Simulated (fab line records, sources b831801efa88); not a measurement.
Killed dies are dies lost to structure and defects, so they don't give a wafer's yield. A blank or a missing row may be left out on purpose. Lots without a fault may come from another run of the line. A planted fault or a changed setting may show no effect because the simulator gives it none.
Which tool did it? | flow gf180mcu | 24 lots, 72 wafers sampled, at 5 steps of a route of 602

WHAT THE GAUGES READ, wafer by wafer
GF_M2_CD_MEAS_14: target cd 280 nm. Usual: cd_nm 280.3 nm, standard deviation 1.3.
lot  | measured     | on        | cd_nm (nm)        | flag
L074 | day 19 08:53 | cd_sem-01 | 279.5 280.5 279.8 |
L075 | day 19 13:39 | cd_sem-02 | 280.2 281.2 278.5 |
L076 | day 19 22:12 | cd_sem-02 | 279.8 280.3 280.0 |
L077 | day 20 11:20 | cd_sem-02 | 279.0 279.5 279.2 |
L078 | day 20 18:37 | cd_sem-01 | 280.0 280.5 281.6 |
L079 | day 21 04:21 | cd_sem-02 | 280.5 280.1 281.1 |
L080 | day 21 10:40 | cd_sem-01 | 280.0 279.0 279.2 |
L081 | day 21 20:39 | cd_sem-02 | 280.3 281.4 280.9 |
L082 | day 22 06:33 | cd_sem-02 | 281.4 281.7 281.8 |
L083 | day 22 20:16 | cd_sem-02 | 279.1 279.1 279.5 |
L084 | day 23 00:21 | cd_sem-02 | 280.3 281.0 280.2 |
L085 | day 23 13:12 | cd_sem-02 | 279.1 280.0 279.2 |
L086 | day 23 16:31 | cd_sem-02 | 281.9 282.0 280.8 |
L087 | day 24 00:50 | cd_sem-01 | 279.9 278.3 279.2 |
L088 | day 24 06:42 | cd_sem-01 | 282.9 283.6 282.4 |
L089 | day 24 13:38 | cd_sem-02 | 278.5 278.8 278.0 |
L090 | day 24 20:37 | cd_sem-02 | 279.4 279.6 278.0 |
L091 | day 25 11:24 | cd_sem-02 | 281.7 281.6 281.0 |
L092 | day 25 13:37 | cd_sem-02 | 278.5 278.2 279.1 |
L093 | day 26 00:09 | cd_sem-02 | 281.3 282.3 280.9 |
L094 | day 26 05:57 | cd_sem-01 | 280.1 280.6 280.4 |
L095 | day 26 12:42 | cd_sem-01 | 282.6 281.8 282.0 |
L096 | day 26 15:10 | cd_sem-02 | 281.9 281.6 281.4 |
L097 | day 27 06:18 | cd_sem-02 | 278.9 278.4 278.8 |

GF_V2_CD_MEAS_14: target cd 260 nm. Usual: cd_nm 259.8 nm, standard deviation 1.2.
lot  | measured     | on        | cd_nm (nm)        | flag
L074 | day 20 10:05 | cd_sem-02 | 260.9 259.8 260.5 |
L075 | day 20 15:14 | cd_sem-02 | 261.0 261.3 261.7 |
L076 | day 20 23:44 | cd_sem-01 | 261.0 260.9 261.4 |
L077 | day 21 12:55 | cd_sem-02 | 260.4 259.9 259.9 |
L078 | day 21 19:58 | cd_sem-02 | 258.0 257.7 257.6 |
L079 | day 22 05:30 | cd_sem-01 | 259.6 261.0 259.9 |
L080 | day 22 11:37 | cd_sem-01 | 259.6 259.6 258.6 |
L081 | day 22 21:38 | cd_sem-01 | 259.6 258.5 258.6 |
L082 | day 23 06:43 | cd_sem-01 | 260.5 259.3 259.7 |
L083 | day 23 20:21 | cd_sem-01 | 260.6 262.2 261.9 |
L084 | day 24 00:16 | cd_sem-01 | 262.3 260.6 261.3 |
L085 | day 24 12:11 | cd_sem-01 | 259.0 259.7 260.1 |
L086 | day 24 16:03 | cd_sem-02 | 258.7 258.5 257.9 |
L087 | day 24 23:50 | cd_sem-01 | 260.3 259.5 260.4 |
L088 | day 25 06:06 | cd_sem-02 | 258.6 259.8 259.3 |
L089 | day 25 12:44 | cd_sem-02 | 258.4 258.4 257.8 |
L090 | day 25 20:01 | cd_sem-01 | 260.9 261.9 261.0 |
L091 | day 26 09:47 | cd_sem-01 | 262.1 261.6 262.2 |
L092 | day 26 12:22 | cd_sem-02 | 260.1 260.3 261.5 |
L093 | day 26 22:12 | cd_sem-01 | 257.9 259.1 258.6 |
L094 | day 27 04:03 | cd_sem-01 | 259.6 259.4 259.7 |
L095 | day 27 10:14 | cd_sem-02 | 259.5 259.5 259.8 |
L096 | day 27 13:12 | cd_sem-01 | 261.5 259.0 260.8 |
L097 | day 28 04:20 | cd_sem-02 | 258.6 259.2 258.7 |

GF_M4_OVL_MEAS_15. Usual: M4_OVL 0 nm, standard deviation 4.6.
lot  | measured     | on         | M4_OVL (nm) | flag
L074 | day 23 13:22 | overlay-02 | -2 4 0      |
L075 | day 23 17:49 | overlay-01 | -5 0 2      |
L076 | day 24 02:25 | overlay-02 | 10 8 6      |
L077 | day 24 14:43 | overlay-01 | 1 -5 -3     |
L078 | day 24 21:02 | overlay-02 | 8 2 3       |
L079 | day 25 06:01 | overlay-02 | 1 1 4       |
L080 | day 25 11:16 | overlay-02 | 2 4 8       |
L081 | day 25 20:16 | overlay-02 | -4 -9 1     |
L082 | day 26 04:40 | overlay-02 | -6 1 -1     |
L083 | day 26 17:29 | overlay-01 | -2 -8 -1    |
L084 | day 26 20:37 | overlay-01 | 1 -9 -5     |
L085 | day 27 08:36 | overlay-01 | -7 -2 -3    |
L086 | day 27 11:37 | overlay-01 | -1 -4 -6    |
L087 | day 27 19:01 | overlay-01 | 2 1 7       |
L088 | day 28 00:01 | overlay-02 | 1 -3 -2     |
L089 | day 28 07:22 | overlay-01 | 1 -5 1      |
L090 | day 28 13:58 | overlay-01 | -6 3 -1     |
L091 | day 29 02:15 | overlay-02 | 0 2 -7      |
L092 | day 29 04:50 | overlay-02 | 2 -5 1      |
L093 | day 29 14:34 | overlay-01 | -2 9 0      |
L094 | day 29 19:28 | overlay-02 | 0 -2 -2     |
L095 | day 30 00:48 | overlay-02 | 4 8 3       |
L096 | day 30 03:59 | overlay-02 | -1 -9 1     |
L097 | day 30 18:10 | overlay-01 | 1 1 1       |

WHICH TOOL RAN EACH LOT (tool, then ch and the chambers of the sampled wafers, then the start)
lot  | GF_HV_LDD_RTA_52                 | GF_V3_ETCH_17
L074 | rtp_anneal-02 ch 0, day 12 13:25 | rie_diel-02 ch 0,2,3, day 23 13:22 or earlier
L075 | rtp_anneal-01 ch 0, day 12 17:07 | rie_diel-02 ch 2,3, day 23 17:49 or earlier
L076 | rtp_anneal-02 ch 0, day 13 00:28 | rie_diel-03 ch 0,2,3, day 24 02:25 or earlier
L077 | rtp_anneal-01 ch 0, day 13 09:53 | rie_diel-02 ch 0,1,3, day 24 14:43 or earlier
L078 | rtp_anneal-02 ch 0, day 13 18:19 | rie_diel-02 ch 1,2,3, day 24 21:02 or earlier
L079 | rtp_anneal-02 ch 0, day 14 02:16 | rie_diel-01 ch 2,3, day 25 06:01 or earlier
L080 | rtp_anneal-02 ch 0, day 14 06:59 | rie_diel-03 ch 0,1,3, day 25 11:16 or earlier
L081 | rtp_anneal-02 ch 0, day 14 15:31 | rie_diel-02 ch 0,1,3, day 25 20:16 or earlier
L082 | rtp_anneal-02 ch 0, day 15 00:58 | rie_diel-03 ch 0,1,2, day 26 04:40 or earlier
L083 | rtp_anneal-02 ch 0, day 15 12:49 | rie_diel-02 ch 1,2,3, day 26 17:29 or earlier
L084 | rtp_anneal-02 ch 0, day 15 18:20 | rie_diel-03 ch 1,2,3, day 26 20:37 or earlier
L085 | rtp_anneal-02 ch 0, day 16 03:19 | rie_diel-03 ch 1,3, day 27 08:36 or earlier
L086 | rtp_anneal-02 ch 0, day 16 08:42 | rie_diel-03 ch 0,1, day 27 11:37 or earlier
L087 | rtp_anneal-02 ch 0, day 16 16:49 | rie_diel-02 ch 0,3, day 27 19:01 or earlier
L088 | rtp_anneal-02 ch 0, day 16 23:46 | rie_diel-01 ch 1,2,3, day 28 00:01 or earlier
L089 | rtp_anneal-02 ch 0, day 17 07:30 | rie_diel-03 ch 1,2,3, day 28 07:22 or earlier
L090 | rtp_anneal-02 ch 0, day 17 15:40 | rie_diel-02 ch 0,1, day 28 13:58 or earlier
L091 | rtp_anneal-02 ch 0, day 18 05:30 | rie_diel-01 ch 0,1, day 29 02:15 or earlier
L092 | rtp_anneal-02 ch 0, day 18 08:01 | rie_diel-03 ch 0,3, day 29 04:50 or earlier
L093 | rtp_anneal-01 ch 0, day 18 21:01 | rie_diel-01 ch 0,1, day 29 14:34 or earlier
L094 | rtp_anneal-01 ch 0, day 19 02:28 | rie_diel-01 ch 1,2,3, day 29 19:28 or earlier
L095 | rtp_anneal-02 ch 0, day 19 10:52 | rie_diel-01 ch 0,1,2, day 30 00:48 or earlier
L096 | rtp_anneal-01 ch 0, day 19 17:01 | rie_diel-02 ch 1,2, day 30 03:59 or earlier
L097 | rtp_anneal-01 ch 0, day 20 07:15 | rie_diel-01 ch 1,2,3, day 30 18:10 or earlier
- GF_HV_LDD_RTA_52: time 10 s.
- GF_V3_ETCH_17: etches SiO2 in C4F8/O2/Ar, stops on TiN, target depth 635 nm.

WHAT THE TOOLS THEMSELVES READ (means of the sampled wafers that have a number; where no wafer has one, the mark that the record gives instead)
GF_HV_LDD_RTA_52. Usual: lamp_power_pct 32.7 %, standard deviation 2; wafer_temp_C_max 1003.3, standard deviation 0.86.
lot  | tool          | lamp_power_pct (%) | wafer_temp_C_max | flag
L074 | rtp_anneal-02 | 33.9               | 1003.3           |
L075 | rtp_anneal-01 | 29.2               | 1004.7           |
L076 | rtp_anneal-02 | 33.9               | 1003.0           |
L077 | rtp_anneal-01 | 29.2               | 1004.6           |
L078 | rtp_anneal-02 | 33.8               | 1002.7           |
L079 | rtp_anneal-02 | 33.8               | 1002.4           |
L080 | rtp_anneal-02 | 33.9               | 1003.1           |
L081 | rtp_anneal-02 | 33.9               | 1002.9           |
L082 | rtp_anneal-02 | 33.9               | 1002.7           |
L083 | rtp_anneal-02 | 33.9               | 1003.4           |
L084 | rtp_anneal-02 | 33.9               | 1003.1           |
L085 | rtp_anneal-02 | 33.9               | 1002.5           |
L086 | rtp_anneal-02 | 33.9               | 1003.0           |
L087 | rtp_anneal-02 | 33.9               | 1003.2           |
L088 | rtp_anneal-02 | 33.9               | 1003.1           |
L089 | rtp_anneal-02 | 33.9               | 1004.0           |
L090 | rtp_anneal-02 | 33.8               | 1002.4           |
L091 | rtp_anneal-02 | 33.9               | 1002.5           |
L092 | rtp_anneal-02 | 33.9               | 1003.1           |
L093 | rtp_anneal-01 | 29.2               | 1003.6           |
L094 | rtp_anneal-01 | 29.2               | 1004.6           |
L095 | rtp_anneal-02 | 33.9               | 1003.4           |
L096 | rtp_anneal-01 | 29.2               | 1003.8           |
L097 | rtp_anneal-01 | 29.2               | 1002.8           |

GF_V3_ETCH_17. Usual: oes_product_au 0.856 a.u., standard deviation 0.0046.
lot  | tool        | oes_product_au (a.u.) | flag
L074 | rie_diel-02 | 0.858                 |
L075 | rie_diel-02 | 0.857                 |
L076 | rie_diel-03 | 0.860                 |
L077 | rie_diel-02 | 0.856                 |
L078 | rie_diel-02 | 0.862                 |
L079 | rie_diel-01 | 0.858                 |
L080 | rie_diel-03 | 0.855                 |
L081 | rie_diel-02 | 0.856                 |
L082 | rie_diel-03 | 0.855                 |
L083 | rie_diel-02 | 0.857                 |
L084 | rie_diel-03 | 0.854                 |
L085 | rie_diel-03 | 0.858                 |
L086 | rie_diel-03 | 0.848                 |
L087 | rie_diel-02 | 0.857                 |
L088 | rie_diel-01 | 0.854                 |
L089 | rie_diel-03 | 0.858                 |
L090 | rie_diel-02 | 0.854                 |
L091 | rie_diel-01 | 0.854                 |
L092 | rie_diel-03 | 0.858                 |
L093 | rie_diel-01 | 0.857                 |
L094 | rie_diel-01 | 0.857                 |
L095 | rie_diel-01 | 0.858                 |
L096 | rie_diel-02 | 0.858                 |
L097 | rie_diel-01 | 0.854                 |

THE ANSWER, worked out from the rows above alone
Rule: a lot is off if the mean of its wafers that have a number lies more than 3 standard deviations from the usual mean. A lot without any number at a reading at which 4 lots or more have one is off too. The other lots that the step has rows for count as sound. The gauges are gone through in route order, then the tools' own readings, and for those a lot's mean is taken as printed above. The first step at which some lot is off is used, and at that step the reading that is off furthest; a lot without a number counts as furthest.
No lot is off at any reading shown: from this, nothing can be told.

WHAT THE SIMULATOR HAD PUT IN
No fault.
